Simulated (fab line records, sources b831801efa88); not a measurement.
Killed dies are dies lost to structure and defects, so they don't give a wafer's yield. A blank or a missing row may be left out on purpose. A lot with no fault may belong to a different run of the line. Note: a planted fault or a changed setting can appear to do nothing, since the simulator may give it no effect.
Split-lot study || flow sfq_line || on a route of 325 steps: 5 lots, 23 wafers read

## ON THE SPLIT
At SFQ_TRILAYER_M4_LITHO_EXPOSE_094 (exposes mask M4, target cd 500 nm), the setting dose_mj was moved away from the recipe's 14.4 on 8 of the 23 wafers read, by +4.2% to +7.1%. For the rest of the wafers, this setting stayed at what the recipe calls for.

## FROM THE SPLIT TO THE READING: what the file shows between them, 2 steps
- SFQ_TRILAYER_M4_LITHO_PEB_096: peb time 60 s
- SFQ_TRILAYER_M4_LITHO_DEVELOP_095: time 60 s

## THE READING
M4.cd_nm (the simulator's own value, which no gauge read), in nm, at SFQ_TRILAYER_M4_BARC_OPEN_METAL_ETCH_123 (etches BARC in O2, target depth 125 nm, time 41.7 s). There is no usual value for it anywhere in the file. The 15 wafers here that ran the recipe average 499.3 nm, standard deviation 1.3 nm.

{"wafer": "L076.1", "tool, chamber at the split": "krf_scanner-02, 0", "dose_mj as run": 14.4, "against the recipe": "recipe", "M4.cd_nm, nm": 500, "against lot-mates on the recipe": "-"}
{"wafer": "L076.2", "tool, chamber at the split": "krf_scanner-02, 0", "dose_mj as run": 15.17, "against the recipe": "+5.3%", "M4.cd_nm, nm": 493.4, "against lot-mates on the recipe": -7.7}
{"wafer": "L076.3", "tool, chamber at the split": "krf_scanner-02, 0", "dose_mj as run": 14.4, "against the recipe": "recipe", "M4.cd_nm, nm": 502, "against lot-mates on the recipe": "-"}
{"wafer": "L076.5", "tool, chamber at the split": "krf_scanner-02, 0", "dose_mj as run": 15.17, "against the recipe": "+5.3%", "M4.cd_nm, nm": 491.8, "against lot-mates on the recipe": -9.3}
{"wafer": "L076.6", "tool, chamber at the split": "krf_scanner-02, 0", "dose_mj as run": 14.4, "against the recipe": "recipe", "M4.cd_nm, nm": 501.3, "against lot-mates on the recipe": "-"}
{"wafer": "L077.1", "tool, chamber at the split": "krf_scanner-02, 0", "dose_mj as run": 14.4, "against the recipe": "recipe", "M4.cd_nm, nm": 497.7, "against lot-mates on the recipe": "-"}
{"wafer": "L077.3", "tool, chamber at the split": "krf_scanner-02, 0", "dose_mj as run": 15.42, "against the recipe": "+7.1%", "M4.cd_nm, nm": 487.1, "against lot-mates on the recipe": -11.3}
{"wafer": "L077.4", "tool, chamber at the split": "krf_scanner-02, 0", "dose_mj as run": 15.42, "against the recipe": "+7.1%", "M4.cd_nm, nm": 487.7, "against lot-mates on the recipe": -10.7}
{"wafer": "L077.5", "tool, chamber at the split": "krf_scanner-02, 0", "dose_mj as run": 14.4, "against the recipe": "recipe", "M4.cd_nm, nm": 498.4, "against lot-mates on the recipe": "-"}
{"wafer": "L077.6", "tool, chamber at the split": "krf_scanner-02, 0", "dose_mj as run": 14.4, "against the recipe": "recipe", "M4.cd_nm, nm": 499.1, "against lot-mates on the recipe": "-"}
{"wafer": "L079.1", "tool, chamber at the split": "krf_scanner-02, 0", "dose_mj as run": 15.31, "against the recipe": "+6.3%", "M4.cd_nm, nm": 489.2, "against lot-mates on the recipe": -9.2}
{"wafer": "L079.3", "tool, chamber at the split": "krf_scanner-02, 0", "dose_mj as run": 15.31, "against the recipe": "+6.3%", "M4.cd_nm, nm": 488.8, "against lot-mates on the recipe": -9.6}
{"wafer": "L079.4", "tool, chamber at the split": "krf_scanner-02, 0", "dose_mj as run": 14.4, "against the recipe": "recipe", "M4.cd_nm, nm": 498.1, "against lot-mates on the recipe": "-"}
{"wafer": "L079.5", "tool, chamber at the split": "krf_scanner-02, 0", "dose_mj as run": 14.4, "against the recipe": "recipe", "M4.cd_nm, nm": 499, "against lot-mates on the recipe": "-"}
{"wafer": "L079.6", "tool, chamber at the split": "krf_scanner-02, 0", "dose_mj as run": 14.4, "against the recipe": "recipe", "M4.cd_nm, nm": 498.2, "against lot-mates on the recipe": "-"}
{"wafer": "L081.1", "tool, chamber at the split": "krf_scanner-02, 0", "dose_mj as run": 14.4, "against the recipe": "recipe", "M4.cd_nm, nm": 499.4, "against lot-mates on the recipe": "-"}
{"wafer": "L081.3", "tool, chamber at the split": "krf_scanner-02, 0", "dose_mj as run": 14.4, "against the recipe": "recipe", "M4.cd_nm, nm": 500.9, "against lot-mates on the recipe": "-"}
{"wafer": "L081.4", "tool, chamber at the split": "krf_scanner-02, 0", "dose_mj as run": 14.4, "against the recipe": "recipe", "M4.cd_nm, nm": 499.6, "against lot-mates on the recipe": "-"}
{"wafer": "L083.1", "tool, chamber at the split": "krf_scanner-02, 0", "dose_mj as run": 15.01, "against the recipe": "+4.2%", "M4.cd_nm, nm": 490.4, "against lot-mates on the recipe": -8.1}
{"wafer": "L083.2", "tool, chamber at the split": "krf_scanner-02, 0", "dose_mj as run": 14.4, "against the recipe": "recipe", "M4.cd_nm, nm": 497.6, "against lot-mates on the recipe": "-"}
{"wafer": "L083.3", "tool, chamber at the split": "krf_scanner-02, 0", "dose_mj as run": 15.01, "against the recipe": "+4.2%", "M4.cd_nm, nm": 492.8, "against lot-mates on the recipe": -5.7}
{"wafer": "L083.4", "tool, chamber at the split": "krf_scanner-02, 0", "dose_mj as run": 14.4, "against the recipe": "recipe", "M4.cd_nm, nm": 499.4, "against lot-mates on the recipe": "-"}
{"wafer": "L083.6", "tool, chamber at the split": "krf_scanner-02, 0", "dose_mj as run": 14.4, "against the recipe": "recipe", "M4.cd_nm, nm": 498.6, "against lot-mates on the recipe": "-"}

THE FIT
A straight line over all 23 wafers: M4.cd_nm changes by -1.59 nm for each +1% of dose_mj; r = -0.96; the points scatter about the line by 1.3 nm.
The same after taking each lot's own level away (the mean of its wafers on the recipe; 23 wafers): -1.55 nm for each +1%; r = -0.99; scatter 0.74 nm.
According to that fit, moving dose_mj by its largest amount changes the reading by 11 nm.
From 498.40 to 501.10 nm: that is the span of the lots' own levels, equal to 2.1 times the standard deviation above.
Consequently the slope shifts little with the lot-to-lot level, the two slopes agreeing.
Check: -10.9 nm against its lot-mates is what the line predicts for one of the wafers moved furthest among these (+7.1%) when that wafer is left out of the fit. It came out at -11.3 nm against them.

## FURTHER SPLITS ON THESE WAFERS
Note: prior to the reading, these wafers also went through further splits. Each is held against what the fit with the lots' levels taken away leaves over:
{"other split on the same wafers": "SFQ_TRILAYER_M3_LITHO_COAT_080 spin_rpm", "wafers away from the commonest value": 6, "r with M4.cd_nm (lot level and that fit taken away)": "+0.01"}
{"other split on the same wafers": "SFQ_TRILAYER_M3_LITHO_PEB_078 peb_temp_c", "wafers away from the commonest value": 7, "r with M4.cd_nm (lot level and that fit taken away)": "+0.07"}
{"other split on the same wafers": "SFQ_TRILAYER_I3_VIA_LITHO_COAT_090 spin_rpm", "wafers away from the commonest value": 9, "r with M4.cd_nm (lot level and that fit taken away)": -0.10}
{"other split on the same wafers": "SFQ_TRILAYER_I3_VIA_LITHO_PEB_088 peb_time_s", "wafers away from the commonest value": 11, "r with M4.cd_nm (lot level and that fit taken away)": -0.11}
{"other split on the same wafers": "SFQ_TRILAYER_M4_DEP_SPUTTER_091 time_s", "wafers away from the commonest value": 7, "r with M4.cd_nm (lot level and that fit taken away)": -0.19}

## FILE'S OWN FIT
M4.cd_nm changes by -1.56 nm for each +1% of dose_mj, r = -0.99.
